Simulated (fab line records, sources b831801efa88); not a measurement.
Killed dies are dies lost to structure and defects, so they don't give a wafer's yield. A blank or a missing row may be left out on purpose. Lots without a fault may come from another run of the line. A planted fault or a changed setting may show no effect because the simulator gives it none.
Chamber matching | flow sky130 | SKY_VIA2_CMP_02 on cmp-02: 4 sister chambers
The step polishes SiO2. 16 wafers are shown with their chamber, then 8 later ones without.

WAFERS WITH THEIR CHAMBER
wafer  | chamber | motor_current_A (A)
L331.1 | 1       | 12.7
L331.2 | 3       | 13.2
L331.5 | 2       | 10.1
L332.1 | 0       | 13.7
L332.2 | 3       | 13.2
L332.4 | 2       | 10.2
L340.3 | 2       | 10.5
L340.5 | 1       | 13.0
L340.6 | 2       | 10.6
L341.1 | 2       | 10.8
L341.3 | 1       | 12.6
L341.5 | 0       | 13.5
L345.2 | 2       | 10.8
L345.3 | 3       | 13.5
L345.5 | 3       | 13.1
L346.3 | 2       | 10.9

SIGNATURES (means of the wafers above)
reading         | chamber 0 | chamber 1 | chamber 2 | chamber 3 | scatter within a chamber
motor_current_A | 13.600    | 12.767    | 10.557    | 13.250    | 0.254
Rule: a wafer's distance from a chamber is the root of the sum, over the readings, of the square of ((its reading less the chamber's mean) divided by the reading's scatter). The wafer belongs to the nearest chamber; if the next one is less than 2 further off, it can't be placed. The scatter: the root of (the sum of the squares of (reading less its chamber's mean) over the shown wafers, divided by (wafers less chambers)).

WAFERS WITHOUT THEIR CHAMBER
wafer  | motor_current_A (A)
L346.4 | 13.4
L346.6 | 13.6
L348.2 | 13.0
L348.3 | 10.9
L348.6 | 12.6
L347.1 | 13.1
L347.3 | 11.7
L347.4 | 12.9

WHICH CHAMBER EACH WENT THROUGH
wafer  | from the rows above          | in truth
L346.4 | can't be placed: 3 or 0 or 1 | 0
L346.6 | can't be placed: 0 or 3      | 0
L348.2 | can't be placed: 1 or 3 or 0 | 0
L348.3 | 2                            | 2
L348.6 | can't be placed: 1 or 3      | 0
L347.1 | can't be placed: 3 or 1 or 0 | 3
L347.3 | can't be placed: 1 or 2 or 3 | 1
L347.4 | can't be placed: 1 or 3      | 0
Placed correctly: 1 of 8. Can't be placed from these rows: 7 (the true chamber is among the candidates in 5). Placed wrongly: 0.
